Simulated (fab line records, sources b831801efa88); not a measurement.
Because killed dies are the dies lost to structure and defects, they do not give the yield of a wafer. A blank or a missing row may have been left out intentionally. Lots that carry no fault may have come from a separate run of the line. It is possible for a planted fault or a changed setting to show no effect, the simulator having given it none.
Which tool was responsible? / flow sfqLine / 42 wafers from 14 lots sampled at 4 of the route's 325 steps

== WHAT THE GAUGES SHOWED, per wafer ==
SFQ_I1_BOW_MEAS_912.
lot=L792; measured=day 15 07:29; on=filmMetro-01; I1_BOW (um)=6 6 11
lot=L793; measured=day 15 22:28; on=filmMetro-01; I1_BOW (um)=-3 11 4
lot=L794; measured=day 16 16:10; on=filmMetro-01; I1_BOW (um)=8 10 5
lot=L797; measured=day 17 15:10; on=filmMetro-01; I1_BOW (um)=-1 -11 -4
lot=L799; measured=day 18 00:09; on=filmMetro-04; I1_BOW (um)=-8 1 -4
lot=L800; measured=day 18 09:09; on=filmMetro-02; I1_BOW (um)=4 22 12
lot=L802; measured=day 19 03:10; on=filmMetro-01; I1_BOW (um)=5 2 7
lot=L803; measured=day 19 09:09; on=filmMetro-01; I1_BOW (um)=-4 -17 -12
lot=L804; measured=day 19 16:04; on=filmMetro-02; I1_BOW (um)=-2 -4 0
lot=L805; measured=day 19 21:08; on=filmMetro-04; I1_BOW (um)=-1 -5 6
lot=L810; measured=day 21 16:29; on=filmMetro-01; I1_BOW (um)=-7 -1 -12
lot=L812; measured=day 22 03:08; on=filmMetro-02; I1_BOW (um)=16 6 5
lot=L814; measured=day 22 21:11; on=filmMetro-04; I1_BOW (um)=-7 6 7
lot=L815; measured=day 23 00:08; on=filmMetro-04; I1_BOW (um)=-1 14 3

SFQ_M6_OVL_MEAS_940.
lot=L792; measured=day 65 19:35; on=overlay-02; M6_OVL (nm)=1 3 -2
lot=L793; measured=day 65 21:59; on=overlay-02; M6_OVL (nm)=5 -1 7
lot=L794; measured=day 69 01:35; on=overlay-01; M6_OVL (nm)=2 1 1
lot=L797; measured=day 69 05:29; on=overlay-02; M6_OVL (nm)=5 6 4
lot=L799; measured=day 73 05:05; on=overlay-02; M6_OVL (nm)=-4 1 -4
lot=L800; measured=day 76 05:32; on=overlay-01; M6_OVL (nm)=1 0 0
lot=L802; measured=day 76 09:08; on=overlay-01; M6_OVL (nm)=4 2 3
lot=L803; measured=day 76 10:20; on=overlay-01; M6_OVL (nm)=2 10 2
lot=L804; measured=day 76 13:13; on=overlay-02; M6_OVL (nm)=12 -2 8
lot=L805; measured=day 76 15:36; on=overlay-02; M6_OVL (nm)=6 3 -2
lot=L810; measured=day 77 09:37; on=overlay-02; M6_OVL (nm)=0 8 2
lot=L812; measured=day 77 18:00; on=overlay-02; M6_OVL (nm)=-2 2 -3
lot=L814; measured=day 77 23:34; on=overlay-01; M6_OVL (nm)=-11 -2 -6
lot=L815; measured=day 78 01:57; on=overlay-02; M6_OVL (nm)=-4 -11 -9

== WHICH TOOL RAN EACH LOT (tool, then ch and the chambers of the sampled wafers, then the start) ==
lot=L792; SFQ_TRILAYER_M2_BARC_OPEN_METAL_ETCH_077=rieMetal-04 ch 0,1, day 22 06:43; SFQ_TRILAYER_R5_STRIP_STRIP_140=rieMetal-01 ch 0,1, day 60 08:23
lot=L793; SFQ_TRILAYER_M2_BARC_OPEN_METAL_ETCH_077=rieMetal-01 ch 1, day 22 20:55; SFQ_TRILAYER_R5_STRIP_STRIP_140=rieMetal-01 ch 0, day 60 14:23
lot=L794; SFQ_TRILAYER_M2_BARC_OPEN_METAL_ETCH_077=rieMetal-04 ch 0,1, day 23 11:19; SFQ_TRILAYER_R5_STRIP_STRIP_140=rieMetal-01 ch 0,1, day 61 01:11
lot=L797; SFQ_TRILAYER_M2_BARC_OPEN_METAL_ETCH_077=rieMetal-03 ch 0,1, day 24 16:08; SFQ_TRILAYER_R5_STRIP_STRIP_140=rieMetal-04 ch 0,1, day 64 00:25
lot=L799; SFQ_TRILAYER_M2_BARC_OPEN_METAL_ETCH_077=rieMetal-01 ch 0,1, day 24 22:07; SFQ_TRILAYER_R5_STRIP_STRIP_140=rieMetal-01 ch 1, day 66 04:08
lot=L800; SFQ_TRILAYER_M2_BARC_OPEN_METAL_ETCH_077=rieMetal-04 ch 0,1, day 24 23:19; SFQ_TRILAYER_R5_STRIP_STRIP_140=rieMetal-04 ch 1, day 66 06:07
lot=L802; SFQ_TRILAYER_M2_BARC_OPEN_METAL_ETCH_077=rieMetal-04 ch 0,1, day 25 01:44; SFQ_TRILAYER_R5_STRIP_STRIP_140=rieMetal-04 ch 1, day 66 08:16
lot=L803; SFQ_TRILAYER_M2_BARC_OPEN_METAL_ETCH_077=rieMetal-01 ch 1, day 25 02:55; SFQ_TRILAYER_R5_STRIP_STRIP_140=rieMetal-04 ch 1, day 66 10:28
lot=L804; SFQ_TRILAYER_M2_BARC_OPEN_METAL_ETCH_077=rieMetal-04 ch 0,1, day 25 04:07; SFQ_TRILAYER_R5_STRIP_STRIP_140=rieMetal-03 ch 0,1, day 66 11:20
lot=L805; SFQ_TRILAYER_M2_BARC_OPEN_METAL_ETCH_077=rieMetal-01 ch 0,1, day 25 05:19; SFQ_TRILAYER_R5_STRIP_STRIP_140=rieMetal-01 ch 0,1, day 66 13:44
lot=L810; SFQ_TRILAYER_M2_BARC_OPEN_METAL_ETCH_077=rieMetal-03 ch 0,1, day 25 11:19; SFQ_TRILAYER_R5_STRIP_STRIP_140=rieMetal-04 ch 1, day 67 03:16
lot=L812; SFQ_TRILAYER_M2_BARC_OPEN_METAL_ETCH_077=rieMetal-03 ch 0, day 25 13:43; SFQ_TRILAYER_R5_STRIP_STRIP_140=rieMetal-04 ch 0,1, day 67 17:20
lot=L814; SFQ_TRILAYER_M2_BARC_OPEN_METAL_ETCH_077=rieMetal-03 ch 0,1, day 25 16:08; SFQ_TRILAYER_R5_STRIP_STRIP_140=rieMetal-04 ch 0,1, day 68 01:56
lot=L815; SFQ_TRILAYER_M2_BARC_OPEN_METAL_ETCH_077=rieMetal-01 ch 0,1, day 25 17:19; SFQ_TRILAYER_R5_STRIP_STRIP_140=rieMetal-01 ch 0,1, day 68 10:08
- SFQ_TRILAYER_M2_BARC_OPEN_METAL_ETCH_077: etches BARC in O2, target depth 125 nm, time 41.7 s.
- SFQ_TRILAYER_R5_STRIP_STRIP_140: strips in O2.

== AS READ BY THE TOOLS THEMSELVES (means over the sampled wafers that have a number; for cases with no such wafer, the mark the record gives instead) ==
SFQ_TRILAYER_M2_BARC_OPEN_METAL_ETCH_077.
lot=L792; tool=rieMetal-04; drypumpMotorCurrentA (A)=5.1; oesProductAu (a.u.)=0.681; runLengthS (s)=70.4
lot=L793; tool=rieMetal-01; drypumpMotorCurrentA (A)=5.4; oesProductAu (a.u.)=0.684; runLengthS (s)=70.4
lot=L794; tool=rieMetal-04; drypumpMotorCurrentA (A)=5.2; oesProductAu (a.u.)=0.685; runLengthS (s)=70.5
lot=L797; tool=rieMetal-03; drypumpMotorCurrentA (A)=5.5; oesProductAu (a.u.)=0.683; runLengthS (s)=69.7
lot=L799; tool=rieMetal-01; drypumpMotorCurrentA (A)=5.3; oesProductAu (a.u.)=0.682; runLengthS (s)=70.4
lot=L800; tool=rieMetal-04; drypumpMotorCurrentA (A)=5.3; oesProductAu (a.u.)=0.682; runLengthS (s)=70.4
lot=L802; tool=rieMetal-04; drypumpMotorCurrentA (A)=5.1; oesProductAu (a.u.)=0.674; runLengthS (s)=72.8
lot=L803; tool=rieMetal-01; drypumpMotorCurrentA (A)=5.4; oesProductAu (a.u.)=0.684; runLengthS (s)=70.3
lot=L804; tool=rieMetal-04; drypumpMotorCurrentA (A)=5.1; oesProductAu (a.u.)=0.676; runLengthS (s)=72.2
lot=L805; tool=rieMetal-01; drypumpMotorCurrentA (A)=5.4; oesProductAu (a.u.)=0.684; runLengthS (s)=70.2
lot=L810; tool=rieMetal-03; drypumpMotorCurrentA (A)=5.5; oesProductAu (a.u.)=0.686; runLengthS (s)=69.8
lot=L812; tool=rieMetal-03; drypumpMotorCurrentA (A)=5.1; oesProductAu (a.u.)=0.690; runLengthS (s)=69.7
lot=L814; tool=rieMetal-03; drypumpMotorCurrentA (A)=5.5; oesProductAu (a.u.)=0.682; runLengthS (s)=70.0
lot=L815; tool=rieMetal-01; drypumpMotorCurrentA (A)=5.4; oesProductAu (a.u.)=0.690; runLengthS (s)=70.5

SFQ_TRILAYER_R5_STRIP_STRIP_140.
lot=L792; tool=rieMetal-01; drypumpMotorCurrentA (A)=5.4; oesProductAu (a.u.)=1.001; platenTempC (C)=40.04
lot=L793; tool=rieMetal-01; drypumpMotorCurrentA (A)=5.3; oesProductAu (a.u.)=1.000; platenTempC (C)=40.09
lot=L794; tool=rieMetal-01; drypumpMotorCurrentA (A)=5.4; oesProductAu (a.u.)=1.002; platenTempC (C)=39.92
lot=L797; tool=rieMetal-04; drypumpMotorCurrentA (A)=5.3; oesProductAu (a.u.)=1.005; platenTempC (C)=39.96
lot=L799; tool=rieMetal-01; drypumpMotorCurrentA (A)=5.4; oesProductAu (a.u.)=1.003; platenTempC (C)=39.95
lot=L800; tool=rieMetal-04; drypumpMotorCurrentA (A)=5.4; oesProductAu (a.u.)=0.996; platenTempC (C)=40.22
lot=L802; tool=rieMetal-04; drypumpMotorCurrentA (A)=5.5; oesProductAu (a.u.)=1.000; platenTempC (C)=40.00
lot=L803; tool=rieMetal-04; drypumpMotorCurrentA (A)=5.5; oesProductAu (a.u.)=1.001; platenTempC (C)=40.04
lot=L804; tool=rieMetal-03; drypumpMotorCurrentA (A)=5.5; oesProductAu (a.u.)=0.992; platenTempC (C)=40.07
lot=L805; tool=rieMetal-01; drypumpMotorCurrentA (A)=5.4; oesProductAu (a.u.)=1.001; platenTempC (C)=39.96
lot=L810; tool=rieMetal-04; drypumpMotorCurrentA (A)=5.5; oesProductAu (a.u.)=1.004; platenTempC (C)=40.06
lot=L812; tool=rieMetal-04; drypumpMotorCurrentA (A)=5.2; oesProductAu (a.u.)=0.993; platenTempC (C)=40.15
lot=L814; tool=rieMetal-04; drypumpMotorCurrentA (A)=5.1; oesProductAu (a.u.)=0.999; platenTempC (C)=40.04
lot=L815; tool=rieMetal-01; drypumpMotorCurrentA (A)=5.3; oesProductAu (a.u.)=0.998; platenTempC (C)=39.93

== THE ANSWER, worked out from the rows above alone ==
Rule: the lots themselves supply what counts as usual. The widest of any qualifying gaps counts: lots, ordered by their means at a reading, are off when they make up no more than a third of the lots, leave a main group of 4 or more, and stand apart from it by 3 or more times the standard deviation of that group's means. If all means in a main group match to the digits the tables above print for the reading, that group is not used. A lot without any number at a reading at which 4 lots or more have one is off too. Where the step has rows for the other lots, those lots are counted as sound. Order of review: gauges by route order, followed by the tools' own readings, for which a lot's mean as printed above is used. At the first step where some lot is off, the reading lying furthest off is the one used; lots without a number count as furthest.
Off at SFQ_TRILAYER_M2_BARC_OPEN_METAL_ETCH_077 (runLengthS): L802, L804. The main group: mean 70.2 s, standard deviation 0.3.
If a tool, at that step or one of the process steps before it, ran each lot that is off and ran no sound lot following the first of them, it fits. One candidate fits, namely rieMetal-04 at SFQ_TRILAYER_M2_BARC_OPEN_METAL_ETCH_077. Its last sound lot is L800 (day 24 23:19), its first lot that is off L802 (day 25 01:44): a fault that began between those two fits.
On the lots that are off, the tool's own readings at SFQ_TRILAYER_M2_BARC_OPEN_METAL_ETCH_077 differ by more than 5 times the standard deviation of the sound lots' means, which bears it out; runLengthS reads 72.5 s there versus 70.2 s on the sound lots.

== WHAT WAS PUT IN BY THE SIMULATOR ==
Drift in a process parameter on rieMetal-04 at SFQ_TRILAYER_M2_BARC_OPEN_METAL_ETCH_077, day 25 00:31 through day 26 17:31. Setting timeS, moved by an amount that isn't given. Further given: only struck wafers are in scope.
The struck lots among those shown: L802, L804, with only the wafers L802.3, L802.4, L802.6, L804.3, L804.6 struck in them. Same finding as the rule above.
